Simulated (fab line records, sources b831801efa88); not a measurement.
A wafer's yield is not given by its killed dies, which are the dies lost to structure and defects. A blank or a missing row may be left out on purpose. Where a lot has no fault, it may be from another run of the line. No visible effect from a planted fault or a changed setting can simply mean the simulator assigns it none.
The tool behind it: which one?    flow sky130    42 wafers from 14 lots sampled at 5 of the route's 708 steps

WHAT THE GAUGES READ, wafer by wafer
SKY_VT_ADJUST_HVTP_CD_MEAS_07: the cd target is 380 nm. Usual: cd-nm 380.2 nm, standard deviation 2.3.
lot   measured      on         cd-nm (nm)         flag
L780  day 6 05:38   cd-sem-01  382.1 379.3 379.6  
L782  day 7 09:32   cd-sem-01  379.1 379.3 377.6  
L785  day 8 06:26   cd-sem-02  380.6 378.6 379.5  
L784  day 8 07:06   cd-sem-01  380.9 381.4 382.0  
L787  day 8 13:47   cd-sem-01  382.8 379.8 379.7  
L788  day 8 15:59   cd-sem-01  386.2 389.5 382.1  
L789  day 8 20:22   cd-sem-01  380.6 379.3 381.1  
L790  day 8 20:41   cd-sem-01  381.2 378.3 379.8  
L792  day 9 14:53   cd-sem-01  379.1 376.4 377.4  
L791  day 9 15:46   cd-sem-02  374.3 376.8 377.6  
L795  day 10 11:10  cd-sem-01  383.8 382.1 384.8  
L798  day 11 04:47  cd-sem-02  377.2 380.8 380.4  
L799  day 11 10:22  cd-sem-01  376.8 378.2 381.5  
L802  day 12 06:47  cd-sem-01  377.1 378.5 376.0  

SKY_VT_ADJUST_LVTN_TW_MEAS_10. Usual: VT_ADJUST_LVTN_TW 242.2, standard deviation 1.6.
lot   measured      on             VT_ADJUST_LVTN_TW  flag
L780  day 7 02:28   film-metro-04  244.3 243.7 243.3  
L782  day 8 06:04   film-metro-03  240.6 240.1 240.7  
L785  day 9 04:52   film-metro-03  240.8 239.8 239.2  
L784  day 9 05:47   film-metro-01  242.0 242.2 242.1  
L787  day 9 13:41   film-metro-04  242.9 243.6 243.7  
L788  day 9 15:32   film-metro-04  245.0 242.2 244.6  
L789  day 9 19:14   film-metro-03  215.9 216.8 216.4  OFF
L790  day 9 19:23   film-metro-03  241.0 239.4 240.0  
L792  day 10 13:20  film-metro-03  216.8 217.7 215.4  OFF
L791  day 10 15:01  film-metro-04  220.6 219.8 220.7  OFF
L795  day 11 11:46  film-metro-04  243.7 243.9 244.3  
L798  day 12 06:28  film-metro-04  242.7 243.3 243.9  
L799  day 12 11:34  film-metro-04  243.5 243.0 244.5  
L802  day 13 09:39  film-metro-04  241.4 241.0 242.3  

SKY_SD_P_CD_MEAS_07: the cd target is 380 nm. Usual: cd-nm 380.8 nm, standard deviation 2.9.
lot   measured      on         cd-nm (nm)         flag
L780  day 26 02:59  cd-sem-02  380.4 380.9 379.8  
L782  day 27 07:52  cd-sem-02  381.2 381.2 379.9  
L785  day 28 16:38  cd-sem-01  385.3 384.6 386.2  
L784  day 28 18:33  cd-sem-01  381.0 381.1 381.8  
L787  day 29 11:12  cd-sem-01  377.7 378.2 380.0  
L788  day 29 13:36  cd-sem-01  380.4 383.3 381.2  
L789  day 29 18:38  cd-sem-01  377.3 378.6 377.3  
L790  day 29 18:22  cd-sem-02  379.3 377.3 377.8  
L792  day 30 08:00  cd-sem-01  380.7 381.4 383.7  
L791  day 30 11:28  cd-sem-01  378.7 380.1 381.1  
L795  day 31 10:43  cd-sem-01  379.1 378.5 378.5  
L798  day 32 01:16  cd-sem-01  378.9 380.2 379.3  
L799  day 32 08:17  cd-sem-02  375.6 376.2 375.0  
L802  day 33 06:53  cd-sem-02  386.4 381.4 386.6  

SKY_CONTACT_THK_MEAS_01. Usual: CONTACT_CVD_00_THK 74.9 nm, standard deviation 1.1.
lot   measured      on             CONTACT_CVD_00_THK (nm)  flag
L780  day 31 02:20  film-metro-04  74.7 74.0 75.6           
L782  day 32 04:58  film-metro-04  73.6 75.3 75.2           
L785  day 33 13:48  film-metro-01  74.0 72.2 74.3           
L784  day 33 14:41  film-metro-04  72.5 73.3 75.0           
L787  day 34 05:50  film-metro-02  74.6 74.7 75.8           
L788  day 34 07:20  film-metro-01  75.0 75.7 74.9           
L789  day 34 09:18  film-metro-04  75.5 75.2 76.7           
L790  day 34 09:08  film-metro-02  74.1 75.5 75.5           
L792  day 35 00:29  film-metro-04  75.5 74.6 76.1           
L791  day 35 04:51  film-metro-04  73.0 72.2 73.6           
L795  day 36 07:55  film-metro-04  73.7 74.0 75.5           
L798  day 36 16:02  film-metro-02  74.5 75.0 75.7           
L799  day 36 21:31  film-metro-02  75.3 77.0 77.2           
L802  day 37 19:38  film-metro-02  77.0 76.8 75.8           

WHICH TOOL RAN EACH LOT (tool, then ch and the chambers of the sampled wafers, then the start)
lot   SKY_VT_ADJUST_LVTN_IMPLANT_08
L780  implanter-01 ch 0, day 7 02:13
L782  implanter-02 ch 0, day 8 05:49
L785  implanter-01 ch 0, day 9 04:37
L784  implanter-03 ch 0, day 9 05:33
L787  implanter-03 ch 0, day 9 13:27
L788  implanter-03 ch 0, day 9 15:18
L789  implanter-03 ch 0, day 9 19:00
L790  implanter-02 ch 0, day 9 19:10
L792  implanter-03 ch 0, day 10 13:06
L791  implanter-03 ch 0, day 10 14:46
L795  implanter-01 ch 0, day 11 11:31
L798  implanter-02 ch 0, day 12 06:13
L799  implanter-02 ch 0, day 12 11:19
L802  implanter-01 ch 0, day 13 09:27
- SKY_VT_ADJUST_LVTN_IMPLANT_08

WHAT THE TOOLS THEMSELVES READ (means of the sampled wafers that have a number; where no wafer has one, the mark that the record gives instead)
SKY_VT_ADJUST_LVTN_IMPLANT_08. Usual: dose-ions-cm2 1.5702e+12, standard deviation 1.6e+09; faraday-current-uA 8.86, standard deviation 0.18.
lot   tool          dose-ions-cm2  faraday-current-uA  flag
L780  implanter-01  1.5698e+12     8.92                
L782  implanter-02  1.5693e+12     8.89                
L785  implanter-01  1.5700e+12     8.83                
L784  implanter-03  1.5709e+12     8.92                
L787  implanter-03  1.5724e+12     9.03                
L788  implanter-03  1.5706e+12     8.81                
L789  implanter-03  1.1043e+12     6.24                OFF
L790  implanter-02  1.5693e+12     8.77                
L792  implanter-03  1.1042e+12     6.30                OFF
L791  implanter-03  1.1047e+12     6.28                OFF
L795  implanter-01  1.5721e+12     8.98                
L798  implanter-02  1.5694e+12     8.80                
L799  implanter-02  1.5689e+12     8.81                
L802  implanter-01  1.5702e+12     8.79                

THE ANSWER, worked out from the rows above alone
Rule: take the mean of a lot's wafers that have a number; if it is more than 3 standard deviations from the usual mean, the lot is off. Also off: a lot with no number at a reading for which 4 or more lots have one. All remaining lots with rows at the step are treated as sound. First the gauges in route order, then the tools' own readings, where a lot's mean is used as printed above. The first step at which some lot is off is used, and at that step the reading that is off furthest; a lot without a number counts as furthest.
Off: L789, L792, L791, at SKY_VT_ADJUST_LVTN_TW_MEAS_10 (VT_ADJUST_LVTN_TW).
A tool fits if, at a process step before that reading, it ran every lot that is off, and no sound lot after the first of them. Not tried: the gauges at SKY_VT_ADJUST_LVTN_TW_MEAS_10; whatever is off there is also off at SKY_VT_ADJUST_LVTN_IMPLANT_08, on other tools, and gauge error can't account for it. One fits: SKY_VT_ADJUST_LVTN_IMPLANT_08 on implanter-03. Its last sound lot is L788 (day 9 15:18), its first lot that is off L789 (day 9 19:00): a fault that began between those two fits.
The tool's own readings at SKY_VT_ADJUST_LVTN_IMPLANT_08 bear it out: on the lots that are off they differ by more than 5 times the standard deviation of the sound lots' means. dose-ions-cm2 reads 1.1044e+12 there against 1.5703e+12 on the sound lots; faraday-current-uA reads 6.27 there against 8.87 on the sound lots.

WHAT THE SIMULATOR HAD PUT IN
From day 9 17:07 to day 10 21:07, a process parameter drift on implanter-03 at SKY_VT_ADJUST_LVTN_IMPLANT_08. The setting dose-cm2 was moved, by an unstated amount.
Lots struck among those shown: L789, L792, L791. The rule above reached the same finding.
